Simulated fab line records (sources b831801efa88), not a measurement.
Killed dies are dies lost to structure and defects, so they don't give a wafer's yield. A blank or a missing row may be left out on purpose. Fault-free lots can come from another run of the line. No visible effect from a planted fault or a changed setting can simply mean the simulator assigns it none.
The tool behind it: which one? ; flow sky130 ; 24 lots, 72 wafers sampled, at 5 steps of a route of 708

## WHAT THE GAUGES SHOWED, per wafer
SKY_POLY_GATE_CD_MEAS_22.
lot;measured;on;cd_nm (nm)
L074;day 17 05:28;cd_sem-01;154 148 151
L075;day 17 05:29;cd_sem-02;150 152 146
L076;day 17 17:38;cd_sem-01;148 147 151
L077;day 18 06:47;cd_sem-02;152 153 153
L078;day 18 23:00;cd_sem-02;145 151 150
L079;day 18 23:00;cd_sem-01;152 152 154
L080;day 19 08:10;cd_sem-02;153 153 152
L081;day 19 10:05;cd_sem-02;155 149 156
L082;day 19 14:30;cd_sem-02;151 148 150
L083;day 20 09:44;cd_sem-01;145 148 148
L084;day 20 09:45;cd_sem-02;152 152 152
L085;day 20 21:19;cd_sem-02;147 148 145
L086;day 20 22:57;cd_sem-01;150 151 149
L087;day 21 02:40;cd_sem-02;150 145 152
L088;day 21 13:18;cd_sem-01;146 146 146
L089;day 21 18:26;cd_sem-01;146 150 146
L090;day 22 04:49;cd_sem-01;147 147 153
L091;day 22 10:02;cd_sem-01;150 150 149
L092;day 22 20:24;cd_sem-02;151 156 150
L093;day 23 01:41;cd_sem-01;155 150 152
L094;day 23 10:10;cd_sem-01;154 158 157
L095;day 24 00:43;cd_sem-02;151 150 148
L096;day 24 02:41;cd_sem-01;151 151 148
L097;day 24 09:32;cd_sem-02;148 146 146

SKY_LDD_P_OVL_MEAS_08.
lot;measured;on;LDD_P_OVL (nm)
L074;day 19 18:57;overlay-01;0.7 -1.6 -1.0
L075;day 19 19:19;overlay-01;-1.3 -0.9 -0.9
L076;day 20 07:49;overlay-02;-0.4 -2.8 -0.9
L077;day 20 21:28;overlay-02;0.0 -1.9 -0.2
L078;day 21 14:13;overlay-01;0.5 1.6 -1.7
L079;day 21 13:44;overlay-02;0.5 -0.8 1.3
L080;day 21 23:07;overlay-02;-0.9 -0.6 1.2
L081;day 22 01:16;overlay-01;-1.5 -2.2 -0.6
L082;day 22 04:58;overlay-01;-0.1 -1.6 -1.0
L083;day 22 23:49;overlay-01;-2.0 -1.4 -1.8
L084;day 22 23:10;overlay-01;0.2 1.4 1.0
L085;day 23 11:25;overlay-01;-1.7 -2.1 -2.0
L086;day 23 12:43;overlay-01;-0.6 -1.6 -0.5
L087;day 23 16:25;overlay-01;0.8 -1.4 -0.9
L088;day 24 02:43;overlay-01;-3.0 -1.5 -1.0
L089;day 24 07:58;overlay-02;0.7 1.4 -0.2
L090;day 24 17:46;overlay-02;0.2 -2.3 0.9
L091;day 24 22:18;overlay-01;0.3 -2.4 -3.6
L092;day 25 08:52;overlay-01;0.0 0.1 -0.5
L093;day 25 15:04;overlay-02;-0.9 -1.1 0.0
L094;day 25 22:35;overlay-02;-2.9 -2.3 -2.5
L095;day 26 13:36;overlay-02;-2.8 -3.3 -2.2
L096;day 26 15:43;overlay-01;1.5 -0.1 -0.8
L097;day 26 23:27;overlay-01;-0.7 -1.7 -0.1

SKY_LOCAL_INTERCONNECT_CD_MEAS_11: the cd target is 170 nm.
lot;measured;on;cd_nm (nm)
L074;day 31 01:19;cd_sem-02;170.3 171.5 172.3
L075;day 31 04:23;cd_sem-02;171.2 171.9 169.6
L076;day 31 15:52;cd_sem-01;170.3 168.8 170.7
L077;day 32 03:59;cd_sem-02;168.4 167.9 166.8
L078;day 32 16:53;cd_sem-01;171.2 169.3 169.8
L079;day 32 15:38;cd_sem-02;170.7 171.3 169.8
L080;day 33 00:35;cd_sem-01;169.7 170.7 169.5
L081;day 33 01:14;cd_sem-01;169.0 170.1 170.5
L082;day 33 07:04;cd_sem-01;172.5 173.0 173.2
L083;day 33 23:25;cd_sem-01;169.3 167.0 169.1
L084;day 33 21:35;cd_sem-01;167.9 169.0 167.2
L085;day 34 07:41;cd_sem-01;169.2 168.2 168.3
L086;day 34 10:10;cd_sem-01;169.0 169.7 169.0
L087;day 34 10:29;cd_sem-02;168.2 169.4 169.4
L088;day 34 20:37;cd_sem-02;170.8 171.3 170.8
L089;day 35 01:37;cd_sem-02;170.1 170.2 170.0
L090;day 35 10:55;cd_sem-02;167.6 166.7 166.7
L091;day 35 13:17;cd_sem-02;168.6 169.5 167.9
L092;day 36 01:10;cd_sem-02;169.0 169.8 169.6
L093;day 36 07:20;cd_sem-02;167.5 167.9 169.5
L094;day 36 12:52;cd_sem-02;170.7 169.9 170.8
L095;day 37 01:53;cd_sem-02;168.0 169.6 167.2
L096;day 37 02:31;cd_sem-02;166.3 166.9 168.1
L097;day 37 10:55;cd_sem-02;168.7 168.7 169.1

## WHICH TOOL RAN EACH LOT (tool, then ch and the chambers of the sampled wafers, then the start)
lot;SKY_LI_CONTACT_ETCH_14;SKY_LI_CONTACT_STRIP_16
L074;rie_diel-01 ch 0,1, day 29 20:20;plasma_asher-02 ch 0, day 29 20:28
L075;rie_diel-01 ch 0,2,3, day 29 23:20;plasma_asher-02 ch 1, day 29 23:28
L076;rie_diel-01 ch 0,1,2, day 30 10:19;plasma_asher-04 ch 0,1, day 30 10:29
L077;rie_diel-02 ch 0,1,2, day 30 22:35;plasma_asher-02 ch 0,1, day 30 22:45
L078;rie_diel-01 ch 0,3, day 31 12:38;plasma_asher-04 ch 0,1, day 31 12:46
L079;rie_diel-01 ch 0,2,3, day 31 10:53;plasma_asher-01 ch 0,1, day 31 11:01
L080;rie_diel-01 ch 2,3, day 31 20:14;plasma_asher-02 ch 0,1, day 31 20:22
L081;rie_diel-02 ch 0,3, day 31 21:11;plasma_asher-02 ch 0,1, day 31 21:19
L082;rie_diel-04 ch 0,1, day 32 02:56;plasma_asher-02 ch 0,1, day 32 03:04
L083;rie_diel-01 ch 0,1,3, day 32 19:50;plasma_asher-04 ch 0,1, day 32 19:58
L084;rie_diel-04 ch 1,2,3, day 32 17:23;plasma_asher-01 ch 0,1, day 32 17:33
L085;rie_diel-04 ch 1,2, day 33 03:43;plasma_asher-02 ch 0,1, day 33 03:50
L086;rie_diel-02 ch 1,3, day 33 07:22;plasma_asher-04 ch 0,1, day 33 07:29
L087;rie_diel-04 ch 0,1,3, day 33 07:53;plasma_asher-01 ch 0,1, day 33 08:01
L088;rie_diel-04 ch 0,1,3, day 33 16:53;plasma_asher-01 ch 0,1, day 33 17:01
L089;rie_diel-02 ch 0,1, day 33 22:07;plasma_asher-02 ch 0,1, day 33 22:17
L090;rie_diel-01 ch 0,3, day 34 07:29;plasma_asher-01 ch 0,1, day 34 07:37
L091;rie_diel-04 ch 2,3, day 34 09:38;plasma_asher-01 ch 0,1, day 34 09:46
L092;rie_diel-04 ch 1,2, day 34 21:47;plasma_asher-02 ch 0,1, day 34 21:55
L093;rie_diel-02 ch 1,2,3, day 35 03:38;plasma_asher-04 ch 0,1, day 35 03:46
L094;rie_diel-01 ch 1,2,3, day 35 09:35;plasma_asher-01 ch 0, day 35 09:43
L095;rie_diel-04 ch 1,2, day 35 23:35;plasma_asher-02 ch 0,1, day 35 23:43
L096;rie_diel-02 ch 0,2,3, day 36 00:07;plasma_asher-01 ch 0,1, day 36 00:14
L097;rie_diel-02 ch 0,1,3, day 36 07:50;plasma_asher-02 ch 0,1, day 36 07:58
- SKY_LI_CONTACT_ETCH_14: etches BARC in N2/H2, stops on SiO2, time 45.9 s, target depth 60 nm.
- SKY_LI_CONTACT_STRIP_16: strips in O2/N2.

## AS READ BY THE TOOLS THEMSELVES (means over the sampled wafers that have a number; for cases with no such wafer, the mark the record gives instead)
SKY_LI_CONTACT_ETCH_14.
lot;tool;drypump_motor_current_A (A);oes_product_au (a.u.);throttle_valve_pct (%)
L074;rie_diel-01;6.2;0.862;13.217
L075;rie_diel-01;5.8;0.856;13.227
L076;rie_diel-01;5.9;0.853;13.230
L077;rie_diel-02;5.8;0.859;13.226
L078;rie_diel-01;6.1;0.858;13.218
L079;rie_diel-01;5.8;0.853;13.227
L080;rie_diel-01;5.8;0.856;13.219
L081;rie_diel-02;6.1;0.854;13.224
L082;rie_diel-04;5.5;0.858;13.230
L083;rie_diel-01;6.1;0.856;13.216
L084;rie_diel-04;5.6;0.854;13.218
L085;rie_diel-04;5.6;0.859;13.230
L086;rie_diel-02;5.9;0.859;13.224
L087;rie_diel-04;5.5;0.856;13.224
L088;rie_diel-04;5.5;0.856;13.220
L089;rie_diel-02;5.7;0.849;13.238
L090;rie_diel-01;6.1;0.853;13.220
L091;rie_diel-04;5.5;0.853;13.227
L092;rie_diel-04;5.6;0.855;13.217
L093;rie_diel-02;5.8;0.858;13.225
L094;rie_diel-01;5.8;0.852;13.230
L095;rie_diel-04;5.6;0.852;13.225
L096;rie_diel-02;6.0;0.851;13.229
L097;rie_diel-02;5.9;0.854;13.221

SKY_LI_CONTACT_STRIP_16.
lot;tool;drypump_motor_current_A (A);oes_product_au (a.u.);strip_time_to_endpoint_s (s)
L074;plasma_asher-02;5.42;0.375;3.53
L075;plasma_asher-02;6.03;0.377;3.50
L076;plasma_asher-04;5.75;0.381;3.55
L077;plasma_asher-02;5.84;0.375;3.52
L078;plasma_asher-04;5.57;0.374;3.48
L079;plasma_asher-01;5.61;0.375;3.50
L080;plasma_asher-02;5.81;0.374;3.46
L081;plasma_asher-02;5.83;0.377;3.49
L082;plasma_asher-02;5.84;0.376;3.53
L083;plasma_asher-04;5.58;0.375;3.49
L084;plasma_asher-01;5.60;0.372;3.53
L085;plasma_asher-02;5.84;0.375;3.51
L086;plasma_asher-04;5.74;0.375;3.51
L087;plasma_asher-01;5.60;0.377;3.51
L088;plasma_asher-01;5.67;0.379;3.52
L089;plasma_asher-02;5.63;0.373;3.47
L090;plasma_asher-01;5.63;0.373;3.50
L091;plasma_asher-01;5.60;0.378;3.52
L092;plasma_asher-02;5.83;0.379;3.50
L093;plasma_asher-04;5.74;0.372;3.46
L094;plasma_asher-01;5.55;0.373;3.46
L095;plasma_asher-02;5.61;0.371;3.48
L096;plasma_asher-01;5.68;0.372;3.47
L097;plasma_asher-02;5.83;0.378;3.51

## THE ANSWER, worked out from the rows above alone
Rule: what is usual is taken from the lots themselves. Put in order of their means at a reading, lots are off if they are a third of the lots or fewer, leave a main group of 4 or more, and stand apart from it by a gap of 3 or more times the standard deviation of the main group's means; of several such gaps the widest counts. A main group whose means are all the same, to the digits that the tables above print for the reading, isn't used. A lot without any number at a reading at which 4 lots or more have one is off too. The other lots that the step has rows for count as sound. The gauges are gone through in route order, then the tools' own readings, and for those a lot's mean is taken as printed above. At the first step where some lot is off, the reading lying furthest off is the one used; lots without a number count as furthest.
No lot is off on any of the readings shown, so nothing can be concluded from this.

## WHAT THE SIMULATOR HAD INSERTED
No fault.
